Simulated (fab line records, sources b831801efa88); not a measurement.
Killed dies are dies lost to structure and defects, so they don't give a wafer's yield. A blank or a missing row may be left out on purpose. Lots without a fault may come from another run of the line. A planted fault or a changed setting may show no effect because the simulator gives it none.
One fault seen from 2 desks | flow gf180mcu | each desk has only its own numbers; what lay behind them comes last

THE METROLOGY DESK
What the gauges read, lot by lot, whatever tool the lot ran on: means of the sampled wafers that have a number. A lot is out of limits, marked OUT, if its mean lies more than 4 standard deviations from the usual mean; the brackets give that distance.
Columns: A = HV_LDD_CVD_54_THK at GF_HV_LDD_THK_MEAS_55, usual 9.99 nm; B = PSD_TW at GF_PSD_TW_MEAS_11, usual 3186; C = SAB_CVD_00_THK at GF_SAB_THK_MEAS_01, usual 50.0 nm
lot  | first seen here | A     | B                    | C
L916 | day 12 22:00    | 9.95  | 3160                 | 49.7
L917 | day 13 06:48    | 10.17 | 3167                 | 50.6
L918 | day 13 16:37    | 10.27 | 3166                 | 49.2
L919 | day 13 21:54    | 9.99  | 3222                 | 50.7
L920 | day 14 09:08    | 10.03 | 3138                 | 50.0
L921 | day 14 13:06    | 10.28 | 3200                 | 50.6
L922 | day 14 21:20    | 10.09 | 3199                 | 50.1
L925 | day 15 21:05    | 10.32 | 3165                 | 49.5
L927 | day 16 15:07    | 9.81  | 3171                 | 49.4
L930 | day 17 14:39    | 10.15 | 3210                 | 50.2
L931 | day 17 20:41    | 10.06 | 30 (-99 or more) OUT | 49.6
L937 | day 20 00:32    | 9.93  | 3185                 | 50.1
L938 | day 20 07:10    | 9.67  | 3200                 | 50.8
This desk's finding: out of limits on L931; first on L931, day 19 22:00 (PSD_TW at GF_PSD_TW_MEAS_11). In limits: L916, L917, L918, L919, L920, L921, L922, L925, L927, L930, L937, L938.

THE TOOL OWNER'S DESK: plasma_asher-04
The tool's own readings at GF_NSD_STRIP_11 (strips in O2/N2): means of the sampled wafers that have a number, for each lot that ran on this tool. A lot is out of limits, marked OUT, if its mean lies more than 4 standard deviations from the usual mean; the brackets give that distance.
Columns: A = drypump_motor_current_A at GF_NSD_STRIP_11, usual 5.8 A; B = heater_power_w at GF_NSD_STRIP_11, usual 337 W; C = oes_product_au at GF_NSD_STRIP_11, usual 0.486 a.u.; D = strip_time_to_endpoint_s at GF_NSD_STRIP_11, usual 23.13 s
lot  | first seen here | A   | B   | C     | D
L916 | day 13 19:59    | 5.6 | 372 | 0.482 | 23.18
L917 | day 14 05:26    | 5.5 | 374 | 0.485 | 23.11
L920 | day 15 07:59    | 5.5 | 375 | 0.483 | 23.18
L927 | day 17 14:59    | 5.6 | 375 | 0.482 | 23.15
L930 | day 18 18:07    | 5.5 | 369 | 0.487 | 23.09
L931 | day 18 21:37    | 5.5 | 370 | 0.486 | -
This desk's finding: nothing out of limits on any of the 6 lots.

PUT TOGETHER
The metrology desk could have raised an alarm at day 19 22:00, on L931.
The tool owner's desk saw nothing out of limits.
The tool owner's desk has L931 on record, within its limits.
Of the lots named, all ran GF_NSD_STRIP_11 on plasma_asher-04.

WHAT THE SIMULATOR HAD PUT IN
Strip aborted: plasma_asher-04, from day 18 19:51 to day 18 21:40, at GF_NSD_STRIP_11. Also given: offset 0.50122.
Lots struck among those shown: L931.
Hours from the fault's start to each desk's first reading out of limits: the metrology desk, 26.
